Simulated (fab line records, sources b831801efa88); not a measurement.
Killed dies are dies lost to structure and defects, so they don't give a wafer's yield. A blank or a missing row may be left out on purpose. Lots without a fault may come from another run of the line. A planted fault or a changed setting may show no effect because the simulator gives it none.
One fault seen from 2 desks | flow gf180mcu | each desk has only its own numbers; what lay behind them comes last

THE TOOL OWNER'S DESK: pvd_sputter-04
The tool's own readings at GF_M2_SPUTTER_01 (material TiN, target thk 30 nm, time 25 s): means of the sampled wafers that have a number, for each lot that ran on this tool. A lot is out of limits, marked OUT, if its mean lies more than 4 standard deviations from the usual mean; the brackets give that distance.
Columns: A = throttle_valve_pct at GF_M2_SPUTTER_01, usual 30.1 %
lot  | first seen here | A
L184 | day 19 07:29    | 30.4
L190 | day 22 02:28    | 29.7
L191 | day 22 06:08    | 29.7
L194 | day 22 23:35    | 30.2
L195 | day 23 11:22    | 29.3
L198 | day 24 10:56    | 30.2
L200 | day 24 22:47    | 30.2
This desk's finding: nothing out of limits on any of the 7 lots.

THE METROLOGY DESK
What the gauges read, lot by lot, whatever tool the lot ran on: means of the sampled wafers that have a number. A lot is out of limits, marked OUT, if its mean lies more than 4 standard deviations from the usual mean; the brackets give that distance.
Columns: A = PASSIVATION_CVD_00_THK at GF_PASSIVATION_THK_MEAS_01, usual 996 nm
lot  | first seen here | A
L183 | day 28 22:55    | 994
L184 | day 29 04:53    | 994
L185 | day 29 16:50    | 1003
L186 | day 29 23:25    | 990
L190 | day 31 07:16    | 988
L189 | day 31 08:23    | 997
L191 | day 31 12:37    | 999
L192 | day 31 19:37    | 999
L194 | day 31 23:20    | 991
L195 | day 32 10:35    | 995
L198 | day 33 05:29    | 1010
L200 | day 33 11:19    | 986
L204 | day 34 13:31    | 976
This desk's finding: nothing out of limits on any of the 13 lots.

PUT TOGETHER
The tool owner's desk saw nothing out of limits.
The metrology desk saw nothing out of limits.

WHAT THE SIMULATOR HAD PUT IN
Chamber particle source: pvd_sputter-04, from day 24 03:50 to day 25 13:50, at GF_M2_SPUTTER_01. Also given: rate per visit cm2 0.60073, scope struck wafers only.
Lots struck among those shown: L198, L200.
